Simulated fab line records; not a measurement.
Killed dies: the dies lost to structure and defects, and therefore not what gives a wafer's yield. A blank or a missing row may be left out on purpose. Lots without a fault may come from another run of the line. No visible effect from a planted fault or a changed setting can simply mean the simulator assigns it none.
fab line records -- flow sky130
[record] lots = 14, wafers = 39, last-day = 50
route steps=708 shown LDD_P@263 LDD_LDN@296 POLY_CUT@311 PAD_OPEN@708
lots that met no fault: taken from a fault-free run of the same line
start-h: hours from the record's opening day to when the first of the lot's shown wafers began -- wait-h: time in hours since the lot's previous step -- " unchanged from the row above -- L1.1+2: several wafers, shown together as one row -- - no value, or no start was given -- * or withheld: withheld -- < > ~ a bound
route shown NAME@n: NAME is a module with steps in the file, n the number in the route of the first one -- usual: mean/standard deviation of fault-free wafers -- same: alike in all rows -- chamber/n: place in a boat -- sites: the reading at each site -- _std_site: standard deviation across them -- _edge_site: inner sites' mean taken away from outer sites' mean -- radius-mm: for every site, how far away it sits from the centre of the wafer -- mask NAME#n: copy n -- behind: tool/chamber where the wafer was last shaped -- hold: the reason the lot was held/the length of the hold in hours/how it ended -- device: which transistor (n, p or np) failed to switch -- end of line: the tests these same wafers got at the end of their route -- for a step that has no rows: nothing shown but its recipe -- killed: the dies lost at the first sort to structure and to defects; this is not the yield of the wafer -- map: a wafer's dies, x killed, . not, _ none there
set.NAME: the setting that was run; set.NAME@STEP: the one run at that earlier step -- model.NAME: the simulator's own value behind a step, which no gauge read
route steps across a sampled set of lots; one table per step, one row per wafer
services: a tool's chamber out of use, with start hour (start-h, from the record's first day; less than 0 if before it), hours out, and reason
[[steps]]
[step SKY_LDD_P_OVL_MEAS_08]
[usual] LDD_P_OVL = 0.0/1.4
lot.wafer,tool,chamber,start-h,wait-h,LDD_P_OVL[nm]
L527.1,overlay-02,-,468.86,0.1,-0.4
L527.3,overlay-02,-,468.86,0.1,-0.4
L527.6,overlay-02,-,468.86,0.1,1.8
L528.1,overlay-02,-,469.46,0.1,-0.4
L528.4,overlay-02,-,469.46,0.1,1.4
L528.5,overlay-02,-,469.46,0.1,0.4
L530.2,overlay-01,-,497.42,0.1,-0.4
L530.5,overlay-01,-,497.42,0.1,0.1
L530.6,overlay-01,-,497.42,0.1,-1.3
L529.1,overlay-02,-,498.31,0.1,1.7
L529.4,overlay-02,-,498.31,0.1,0.9
L529.5,overlay-02,-,498.31,0.1,-0.7
L532.1,overlay-01,-,505.42,0.1,0.0
L532.4,overlay-01,-,505.42,0.1,-0.1
L532.5,overlay-01,-,505.42,0.1,0.3
L536.3,overlay-01,-,539.78,0.1,-0.4
L536.5,overlay-01,-,539.78,0.1,1.5
L536.6,overlay-01,-,539.78,0.1,-0.5
L535.3,overlay-01,-,542.58,0.1,-1.4
L535.6,overlay-01,-,542.58,0.1,-1.3
L540.1,overlay-01,-,550.26,0.1,-0.4
L540.3,overlay-01,-,550.26,0.1,0.4
L539.1,overlay-01,-,556.36,0.1,-0.1
L539.6,overlay-01,-,556.36,0.1,-0.6
L544.3,overlay-01,-,598.48,0.1,-1.4
L544.4,overlay-01,-,598.48,0.1,0.2
L544.6,overlay-01,-,598.48,0.1,-1.6
L545.1,overlay-01,-,599.82,0.1,2.7
L545.4,overlay-01,-,599.82,0.1,1.9
L545.5,overlay-01,-,599.82,0.1,3.9
L547.2,overlay-01,-,607.60,0.1,0.2
L547.4,overlay-01,-,607.60,0.1,1.0
L547.5,overlay-01,-,607.60,0.1,1.6
L548.1,overlay-02,-,620.71,0.1,3.4
L548.3,overlay-02,-,620.71,0.1,3.4
L548.5,overlay-02,-,620.71,0.1,3.7
L550.1,overlay-02,-,631.29,0.1,0.5
L550.2,overlay-02,-,631.29,0.1,0.7
L550.6,overlay-02,-,631.29,0.1,0.9
[step SKY_LDD_LDN_OVL_MEAS_07]
[usual] LDD_LDN_OVL = 0.0/1.4
lot.wafer,tool,chamber,start-h,wait-h,LDD_LDN_OVL[nm]
L527.1,overlay-01,-,560.75,0.1,-0.2
L527.3,overlay-01,-,560.75,0.1,1.3
L527.6,overlay-01,-,560.75,0.1,-1.5
L528.1,overlay-01,-,561.95,0.1,1.7
L528.4,overlay-01,-,561.95,0.1,-0.3
L528.5,overlay-01,-,561.95,0.1,0.7
L530.2,overlay-01,-,587.63,0.1,-0.6
L530.5,overlay-01,-,587.63,0.1,1.7
L530.6,overlay-01,-,587.63,0.1,1.3
L529.1,overlay-01,-,587.85,0.1,0.3
L529.4,overlay-01,-,587.85,0.1,2.0
L529.5,overlay-01,-,587.85,0.1,-0.8
L532.1,overlay-01,-,594.19,0.1,0.4
L532.4,overlay-01,-,594.19,0.1,0.6
L532.5,overlay-01,-,594.19,0.1,-1.1
L536.3,overlay-01,-,628.75,0.1,-0.5
L536.5,overlay-01,-,628.75,0.1,-2.2
L536.6,overlay-01,-,628.75,0.1,-0.7
L535.3,overlay-01,-,631.66,0.1,2.4
L535.6,overlay-01,-,631.66,0.1,2.9
L540.1,overlay-01,-,638.70,0.1,0.2
L540.3,overlay-01,-,638.70,0.1,0.0
L539.1,overlay-01,-,644.90,0.1,-2.0
L539.6,overlay-01,-,644.90,0.1,-0.9
L544.3,overlay-01,-,682.46,0.1,0.3
L544.4,overlay-01,-,682.46,0.1,1.4
L544.6,overlay-01,-,682.46,0.1,1.7
L545.1,overlay-02,-,685.14,0.1,0.5
L545.4,overlay-02,-,685.14,0.1,0.2
L545.5,overlay-02,-,685.14,0.1,1.3
L547.2,overlay-01,-,691.40,0.1,-0.8
L547.4,overlay-01,-,691.40,0.1,2.1
L547.5,overlay-01,-,691.40,0.1,0.6
L548.1,overlay-02,-,704.64,0.1,-1.2
L548.3,overlay-02,-,704.64,0.1,-2.1
L548.5,overlay-02,-,704.64,0.1,0.1
L550.1,overlay-02,-,714.50,0.1,4.5
L550.2,overlay-02,-,714.50,0.1,1.2
L550.6,overlay-02,-,714.50,0.1,1.9
[step SKY_POLY_CUT_SOFTBAKE_04]
[recipe] temp-c = 100, time-s = 90, resist = KrF-thick
[usual] exhaust-pa = 44.9/0.87, heater-power-total-W = 57.37/0.11, run-length-s = 119.33/0.27
lot.wafer,tool,chamber,start-h,wait-h,exhaust-pa,heater-power-total-W,run-length-s
L527.1,litho-track-03,0,577,-,44.9,57.28,119.52
L527.3,litho-track-03,0,577,-,45.1,57.47,119.56
L527.6,litho-track-03,0,577,-,43.6,57.28,119.59
L528.1,litho-track-04,0,580,-,45.1,57.22,119.08
L528.4,litho-track-04,0,580,-,44.7,57.32,119.13
L528.5,litho-track-04,0,580,-,43.7,57.31,118.93
L530.2,litho-track-03,0,604,-,45.0,57.39,119.86
L530.5,litho-track-03,0,604,-,44.7,57.41,119.45
L530.6,litho-track-03,0,604,-,45.2,57.51,119.77
L529.1,litho-track-01,0,605,-,46.0,57.34,118.99
L529.4,litho-track-01,0,605,-,44.7,57.50,119.17
L529.5,litho-track-01,0,605,-,45.5,57.18,119.08
L532.1,litho-track-04,0,610,-,44.9,57.45,119.32
L532.4,litho-track-04,0,610,-,43.8,57.53,119.36
L532.5,litho-track-04,0,610,-,45.1,57.19,119.05
L536.3,litho-track-03,0,645,-,46.2,57.31,119.59
L536.5,litho-track-03,0,645,-,43.4,57.35,119.52
L536.6,litho-track-03,0,645,-,43.7,57.42,119.53
L535.3,litho-track-04,0,649,-,43.1,60.40,106.58
L535.6,litho-track-04,0,649,-,44.0,57.48,118.93
L540.1,litho-track-04,0,678,-,45.8,60.16,106.46
L540.3,litho-track-04,0,678,-,44.5,60.48,106.36
L539.1,litho-track-04,0,679,-,46.3,60.37,106.39
L539.6,litho-track-04,0,679,-,45.6,57.34,118.94
L544.3,litho-track-03,0,698,-,43.9,57.47,119.50
L544.4,litho-track-03,0,698,-,45.2,57.56,119.65
L544.6,litho-track-03,0,698,-,44.2,57.15,119.67
L545.1,litho-track-03,0,702,-,46.1,57.34,119.52
L545.4,litho-track-03,0,702,-,44.7,57.20,119.57
L545.5,litho-track-03,0,702,-,46.1,57.43,119.49
L547.2,litho-track-03,0,709,-,46.1,57.21,119.50
L547.4,litho-track-03,0,709,-,45.3,57.28,119.56
L547.5,litho-track-03,0,709,-,45.1,57.50,119.64
L548.1,litho-track-03,0,723,-,44.4,57.29,119.69
L548.3,litho-track-03,0,723,-,45.2,57.38,119.79
L548.5,litho-track-03,0,723,-,45.8,57.22,119.44
L550.1,litho-track-01,0,733,-,45.6,57.27,119.12
L550.2,litho-track-01,0,733,-,46.2,57.45,119.23
L550.6,litho-track-01,0,734,-,45.7,57.16,119.01
[step SKY_POLY_CUT_ETCH_11]
[recipe] target = Si3N4, chemistry = CF4/CH2F2/Ar, stop-on = poly-Si, source-w = 600, bias-w = 150, pressure-mtorr = 40, cf4-flow-sccm = 40, ch2f2-flow-sccm = 20, Ar_flow_sccm = 150, time-s = 42.5, target-depth-a = 600
[usual] chamber-pressure-mTorr = 39.99/0.039, drypump-motor-current-A = 5.7/0.48, oes-product-au = 0.831/0.0064, throttle-valve-pct = 14.993/0.0096
lot.wafer,tool,chamber,start-h,wait-h,chamber-pressure-mTorr,drypump-motor-current-A,oes-product-au,rf-hours-counter-h,throttle-valve-pct
L527.1,rie-diel-02,1,592.64,0.0,40.00,6.3,0.842,1,15.010
L527.3,rie-diel-02,3,592.64,0.0,39.99,6.4,0.843,1,14.973
L527.6,rie-diel-02,1,592.64,0.0,40.03,6.3,0.838,-,15.000
L528.1,rie-diel-04,2,594.74,0.0,40.04,5.9,0.836,15,14.985
L528.4,rie-diel-04,2,594.74,0.0,39.96,5.9,0.830,-,15.001
L528.5,rie-diel-04,1,594.74,0.0,40.00,5.7,0.828,-,14.990
L530.2,rie-diel-04,2,618.99,0.0,40.06,5.9,0.835,16,14.997
L530.5,rie-diel-04,0,618.99,0.0,39.97,5.3,0.845,-,14.994
L530.6,rie-diel-04,2,618.99,0.0,39.97,5.9,0.836,-,14.993
L529.1,rie-diel-02,3,620.19,0.0,40.03,6.5,0.831,2,14.988
L529.4,rie-diel-02,0,620.19,0.0,39.99,5.2,0.827,3,14.988
L529.5,rie-diel-02,1,620.19,0.0,40.04,6.3,0.829,-,14.994
L532.1,rie-diel-02,1,625.44,0.0,39.98,6.3,0.830,2,14.982
L532.4,rie-diel-02,2,625.44,0.0,40.04,5.8,0.822,1,14.993
L532.5,rie-diel-02,1,625.44,0.0,39.94,6.4,0.836,-,14.992
L536.3,rie-diel-04,2,659.24,0.0,39.97,5.9,0.836,17,15.024
L536.5,rie-diel-04,1,659.24,0.0,39.99,5.7,0.822,-,14.983
L536.6,rie-diel-04,0,659.24,0.0,40.00,5.2,0.839,-,14.991
L535.3,rie-diel-02,2,662.04,0.0,39.96,5.8,0.826,1,14.988
L535.6,rie-diel-02,0,662.04,0.0,40.01,5.2,0.832,-,14.998
L540.1,rie-diel-04,1,693.94,0.0,40.00,5.7,0.834,2,14.985
L540.3,rie-diel-04,3,693.94,0.0,40.01,5.5,0.838,2,14.988
L539.1,rie-diel-02,3,695.54,0.0,39.94,6.4,0.832,3,15.001
L539.6,rie-diel-02,2,695.54,0.0,39.94,5.8,0.835,-,15.000
L544.3,rie-diel-02,1,712.34,0.0,40.04,6.3,0.834,4,14.986
L544.4,rie-diel-02,2,712.34,0.0,40.00,5.8,0.830,2,14.999
L544.6,rie-diel-02,1,712.34,0.0,40.03,6.4,0.832,-,14.997
L545.1,rie-diel-03,2,716.54,0.0,40.06,4.8,0.834,13,14.999
L545.4,rie-diel-03,0,716.54,0.0,39.98,5.8,0.835,-,14.994
L545.5,rie-diel-03,2,716.54,0.0,40.06,4.8,0.831,-,14.997
L547.2,rie-diel-02,2,724.20,0.0,39.95,5.8,0.838,2,15.009
L547.4,rie-diel-02,0,724.20,0.0,40.00,5.2,0.828,4,14.988
L547.5,rie-diel-02,0,724.20,0.0,39.98,5.2,0.827,-,14.988
L548.1,rie-diel-03,1,737.35,0.0,39.94,6.2,0.822,1,14.997
L548.3,rie-diel-03,2,737.35,0.0,39.96,4.8,0.825,14,14.987
L548.5,rie-diel-03,3,737.35,0.0,39.99,5.6,0.819,-,14.989
L550.1,rie-diel-02,3,748.44,0.0,39.94,6.4,0.842,4,14.988
L550.2,rie-diel-02,0,748.44,0.0,39.98,5.2,0.823,5,14.953
L550.6,rie-diel-02,2,748.44,0.0,40.00,5.8,0.835,-,14.979
[step SKY_PAD_OPEN_PROBE_99]
[usual] killed_at_M0_to_M3 = 44/6.9, killed_at_M4_up = 3.3/1.7, killed-at-contacts = 24/5.5, killed-at-front-end = 16/4.5, killed-at-other = 0.2/0.46, killed-dies = 87/9.1, killed-open = 48/7.3, killed-short = 39/6.2
[same] gross-dies = 492, killed-at-back-side = 0
lot.wafer,tool,chamber,start-h,wait-h,killed_at_M0_to_M3,killed_at_M4_up,killed-at-contacts,killed-at-front-end,killed-at-other,killed-dies,killed-open,killed-short
L535.6,prober-02,-,1146.40,0.2,50,4,22,9,0,85,49,36
L539.1,prober-02,-,1169.93,0.1,40,2,23,17,0,82,44,38
// killed by level:class
L535.6 VIA1:geometric-particle:open=15 CONTACT:geometric-particle:open=8 METAL1:geometric-particle:short=6 VIA3:geometric-particle:open=6 VIA2:geometric-particle:open=6 LOCAL_INTERCONNECT:geometric-particle:short=5 METAL2:geometric-particle:short=5 LI_CONTACT:geometric-particle:open=4
L539.1 CONTACT:geometric-particle:open=10 VIA3:geometric-particle:open=7 VIA1:geometric-particle:open=6 METAL3:geometric-particle:short=6 FIELD_ISO:geometric-particle:open=5 VIA1:geometric-particle:short=5 FIELD_ISO:geometric-particle:short=4 LI_CONTACT:geometric-particle:open=4
[[services]]
tool,chamber,start-h,hours,kind
rie-diel-03,2,562.06,4.7,repair
rie-diel-02,2,563.43,-,clean
rie-diel-02,2,563.43,14.4,scheduled-down
rie-diel-02,2,563.43,14.4,vent-cycle
rie-diel-04,1,579.50,9.0,repair
rie-diel-04,3,588.52,-,clean
rie-diel-04,3,588.52,21.8,scheduled-down
rie-diel-04,3,588.52,21.8,vent-cycle
rie-diel-02,0,600.71,5.3,repair
rie-diel-04,1,602.55,20.4,repair
rie-diel-03,1,603.36,6.3,repair
rie-diel-04,-,623.92,14.6,pm
rie-diel-03,1,700.09,-,clean
rie-diel-03,1,700.09,21.8,scheduled-down
rie-diel-03,1,700.09,21.8,vent-cycle
rie-diel-04,0,718.59,6.2,repair
rie-diel-03,0,721.88,-,clean
rie-diel-03,0,721.88,31.8,scheduled-down
rie-diel-03,0,721.88,31.8,vent-cycle
litho-track-04,-,727.90,-,consumable-replace:filter
rie-diel-02,0,732.78,5.4,repair
rie-diel-04,3,739.18,6.5,repair
[[key]]
[first-sign] step = SKY_POLY_CUT_SOFTBAKE_04, reading = run-length-s, direction = down, sigmas = 48, usual = *, struck = *
[effect] step = SKY_POLY_CUT_SOFTBAKE_04, reading = heater-power-total-W, direction = up, sigmas = 28, usual = *, struck = *
met-at SKY_POLY_CUT_SOFTBAKE_04
struck-lots L535,L539,L540
struck-wafers L535.3,L539.1,L540.1,L540.3
tester-left-out L535,L539,L540
not-acting-at SKY_LDD_P_OVL_MEAS_08,SKY_LDD_LDN_OVL_MEAS_07,SKY_POLY_CUT_ETCH_11
onset-between 610 649
[fault] kind = process-parameter-drift, tool = litho-track-04, chamber = -, onset-h = 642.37, steps = SKY_POLY_CUT_SOFTBAKE_04, channel = time-s, offset = *, shape = step, end-h = 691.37, scope = struck-wafers-only, acts-in = *, stated = *
// tester-left-out: of these lots the tester's yield and bins aren't shown, on N5 and GAA mostly nor the transistor test; their killed dies are dies lost to structure and defects alone, not to doping, threshold or leakage, so they don't give the yield
